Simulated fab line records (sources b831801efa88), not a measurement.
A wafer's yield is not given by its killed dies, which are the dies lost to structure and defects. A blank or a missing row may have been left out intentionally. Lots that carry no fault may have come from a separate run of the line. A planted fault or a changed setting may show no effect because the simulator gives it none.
Which tool is to blame? | flow gf180mcu | Sampling: 13 lots, 39 wafers, 6 of 602 route steps

== WHAT THE GAUGES SHOWED, per wafer ==
GF_VT_IMPLANT_TW_MEAS_10. Usual: VT_IMPLANT_TW 566, standard deviation 5.4.
lot  | measured     | on            | VT_IMPLANT_TW | flag
L578 | day 5 23:22  | film metro-02 | 570 567 567   |
L579 | day 6 03:14  | film metro-01 | 559 558 561   |
L580 | day 6 09:15  | film metro-02 | 571 570 568   |
L583 | day 7 04:47  | film metro-02 | 565 568 568   |
L584 | day 7 10:56  | film metro-04 | 575 572 579   |
L586 | day 7 23:20  | film metro-01 | 560 561 562   |
L587 | day 8 05:39  | film metro-04 | 572 569 570   |
L588 | day 8 09:39  | film metro-01 | 565 563 565   |
L589 | day 8 17:41  | film metro-01 | 559 566 563   |
L592 | day 9 11:49  | film metro-01 | 557 557 556   |
L593 | day 9 18:25  | film metro-01 | 557 558 557   |
L595 | day 10 05:51 | film metro-04 | 572 573 572   |
L596 | day 10 10:31 | film metro-02 | 567 564 564   |

GF_VT_IMPLANT_RS_MEAS_47: a four-point-probe measurement. Usual: NWELL_RS 488.0 ohm/sq, standard deviation 1.4.
lot  | measured     | on            | NWELL_RS (ohm/sq) | flag
L578 | day 7 23:25  | film metro-03 | 487.6 488.3 488.1 |
L579 | day 8 02:17  | film metro-03 | 487.3 488.0 487.8 |
L580 | day 8 08:08  | film metro-02 | 486.5 487.7 485.7 |
L583 | day 9 07:13  | film metro-03 | 488.0 488.4 488.9 |
L584 | day 9 12:43  | film metro-02 | 485.5 487.5 486.7 |
L586 | day 10 02:10 | film metro-02 | 487.7 488.5 486.9 |
L587 | day 10 10:23 | film metro-04 | 489.1 488.8 489.4 |
L588 | day 10 14:26 | film metro-04 | 489.5 489.9 487.9 |
L589 | day 10 23:01 | film metro-03 | 491.1 491.4 489.5 |
L592 | day 11 18:43 | film metro-02 | 486.8 486.8 488.8 |
L593 | day 12 02:28 | film metro-04 | 487.2 486.5 485.9 |
L595 | day 12 15:44 | film metro-04 | 486.5 485.7 487.1 |
L596 | day 12 20:37 | film metro-04 | 487.8 487.2 487.3 |

GF_HV_LDD_TW_MEAS_38. Usual: HV_LDD_3_TW 1448, standard deviation 11.
lot  | measured     | on            | HV_LDD_3_TW    | flag
L578 | day 12 01:44 | film metro-03 | 1442 1444 1438 |
L579 | day 12 04:34 | film metro-03 | 1437 1450 1451 |
L580 | day 12 11:01 | film metro-03 | 1441 1448 1445 |
L583 | day 13 15:06 | film metro-02 | 1442 1433 1451 |
L584 | day 13 22:05 | film metro-04 | 1459 1456 1459 |
L586 | day 14 12:30 | film metro-04 | 1458 1463 1456 |
L587 | day 15 00:25 | film metro-04 | 1459 1457 1463 |
L588 | day 15 01:20 | film metro-02 | 1430 1438 1430 |
L589 | day 15 15:45 | film metro-03 | 1446 1451 1447 |
L592 | day 16 11:19 | film metro-02 | 1428 1439 1440 |
L593 | day 16 21:43 | film metro-02 | 1446 1437 1436 |
L595 | day 17 14:04 | film metro-04 | 1816 1826 1823 | OFF
L596 | day 17 17:56 | film metro-04 | 1810 1822 1822 | OFF

GF_HV_LDD_RS_MEAS_53: a four-point-probe measurement. Usual: HV_LDD_RS 418.5 ohm/sq, standard deviation 0.99.
lot  | measured     | on            | HV_LDD_RS (ohm/sq) | flag
L578 | day 12 22:32 | film metro-02 | 417.0 417.6 417.0  |
L579 | day 13 01:03 | film metro-04 | 419.3 418.9 419.0  |
L580 | day 13 07:31 | film metro-03 | 418.9 419.8 418.4  |
L583 | day 14 12:30 | film metro-02 | 417.1 416.8 416.7  |
L584 | day 14 20:10 | film metro-02 | 416.7 417.2 417.9  |
L586 | day 15 10:31 | film metro-03 | 420.3 418.5 420.1  |
L587 | day 15 22:36 | film metro-02 | 418.0 417.4 417.9  |
L588 | day 15 23:20 | film metro-03 | 418.6 418.5 417.7  |
L589 | day 16 14:05 | film metro-04 | 418.6 418.7 419.0  |
L592 | day 17 10:29 | film metro-03 | 419.7 419.6 417.7  |
L593 | day 17 20:52 | film metro-04 | 418.9 418.2 418.2  |
L595 | day 18 14:30 | film metro-04 | 353.7 353.8 354.4  | OFF
L596 | day 18 17:58 | film metro-04 | 354.4 353.8 354.1  | OFF

GF_NSD_OVL_MEAS_08. Usual: NSD_OVL -0.7 nm, standard deviation 1.3.
lot  | measured     | on         | NSD_OVL (nm)   | flag
L578 | day 13 21:26 | overlay-02 | -0.1 0.2 0.1   |
L579 | day 14 00:16 | overlay-01 | -1.6 -1.1 -1.7 |
L580 | day 14 07:07 | overlay-02 | -4.0 -1.8 -2.4 |
L583 | day 15 12:43 | overlay-02 | -2.2 0.4 -0.6  |
L584 | day 15 20:07 | overlay-02 | -1.8 -2.9 -0.9 |
L586 | day 16 10:49 | overlay-02 | -0.4 -0.5 0.6  |
L587 | day 17 01:19 | overlay-02 | 1.4 1.5 2.4    |
L588 | day 17 01:37 | overlay-02 | 1.2 1.3 2.2    |
L589 | day 17 16:19 | overlay-02 | -0.8 -0.1 -0.6 |
L592 | day 18 12:44 | overlay-01 | -0.4 -1.7 -0.7 |
L593 | day 18 22:17 | overlay-02 | 0.4 0.0 -0.3   |
L595 | day 19 17:23 | overlay-02 | -0.3 0.0 -0.1  |
L596 | day 19 21:59 | overlay-02 | -0.6 0.3 -0.2  |

== WHICH TOOL RAN EACH LOT (tool, then ch and the chambers of the sampled wafers, then the start) ==
lot  | GF_HV_LDD_IMPLANT_36
L578 | implanter-01 ch 0, day 12 01:31
L579 | implanter-01 ch 0, day 12 04:19
L580 | implanter-02 ch 0, day 12 10:47
L583 | implanter-01 ch 0, day 13 14:51
L584 | implanter-04 ch 0, day 13 21:50
L586 | implanter-04 ch 0, day 14 12:15
L587 | implanter-02 ch 0, day 15 00:11
L588 | implanter-01 ch 0, day 15 01:06
L589 | implanter-04 ch 0, day 15 15:30
L592 | implanter-04 ch 0, day 16 11:06
L593 | implanter-01 ch 0, day 16 21:30
L595 | implanter-04 ch 0, day 17 13:50
L596 | implanter-04 ch 0, day 17 17:43
- GF_HV_LDD_IMPLANT_36

== AS READ BY THE TOOLS THEMSELVES (means over the sampled wafers that have a number; for cases with no such wafer, the mark the record gives instead) ==
GF_HV_LDD_IMPLANT_36. Usual: beam energy keV 60.004, standard deviation 0.02; beam on s 9.99 s, standard deviation 0.19; dose ions cm2 7.497e+12, standard deviation 8.2e+09; faraday current uA 42.4, standard deviation 0.81.
lot  | tool         | beam energy keV | beam on s (s) | dose ions cm2 | faraday current uA | flag
L578 | implanter-01 | 59.998          | 10.05         | 7.499e+12     | 42.0               |
L579 | implanter-01 | 59.998          | 10.19         | 7.490e+12     | 41.5               |
L580 | implanter-02 | 60.009          | 9.95          | 7.501e+12     | 42.4               |
L583 | implanter-01 | 60.012          | 9.98          | 7.510e+12     | 42.4               |
L584 | implanter-04 | 60.017          | 9.88          | 7.499e+12     | 42.8               |
L586 | implanter-04 | 59.993          | 9.93          | 7.495e+12     | 42.6               |
L587 | implanter-02 | 59.994          | 10.01         | 7.494e+12     | 42.3               |
L588 | implanter-01 | 59.990          | 9.86          | 7.506e+12     | 42.9               |
L589 | implanter-04 | 60.022          | 9.82          | 7.492e+12     | 43.0               |
L592 | implanter-04 | 60.015          | 9.93          | 7.501e+12     | 42.6               |
L593 | implanter-01 | 60.006          | 9.93          | 7.490e+12     | 42.7               |
L595 | implanter-04 | 59.989          | 10.07         | 3.691e+13     | 207.1              | OFF
L596 | implanter-04 | 60.008          | 9.84          | 3.691e+13     | 211.9              | OFF

== THE ANSWER, worked out from the rows above alone ==
Rule: a lot counts as off when the mean over its wafers that have a number is more than 3 standard deviations away from the usual mean. A lot without any number at a reading at which 4 lots or more have one is off too. The other lots that the step has rows for count as sound. The gauges are gone through in route order, then the tools' own readings, and for those a lot's mean is taken as printed above. At the first step where some lot is off, the reading lying furthest off is the one used; lots without a number count as furthest.
Off: at GF_HV_LDD_TW_MEAS_38 (HV_LDD_3_TW), L595, L596.
If a tool, at a process step before that reading, ran all the lots that are off and no sound lot after the first of them, it fits. The gauges at GF_HV_LDD_TW_MEAS_38 aren't tried: what is off there is off at GF_HV_LDD_IMPLANT_36 too, on other tools, and a gauge's error can't cause that. One fits: GF_HV_LDD_IMPLANT_36 on implanter-04. A fault onset in the window from L592 (day 16 11:06, its last sound lot) to L595 (day 17 13:50, its first lot off) fits.
The tool's own readings at GF_HV_LDD_IMPLANT_36 bear it out: on the lots that are off they differ by more than 5 times the standard deviation of the sound lots' means. dose ions cm2 reads 3.691e+13 there against 7.498e+12 on the sound lots; faraday current uA reads 209.5 there against 42.5 on the sound lots.

== WHAT THE SIMULATOR HAD PUT IN ==
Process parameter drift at GF_HV_LDD_IMPLANT_36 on implanter-04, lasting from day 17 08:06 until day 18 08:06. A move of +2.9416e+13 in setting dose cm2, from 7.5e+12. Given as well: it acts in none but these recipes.
Lots struck among those shown: L595, L596. The rule given above showed the same thing.
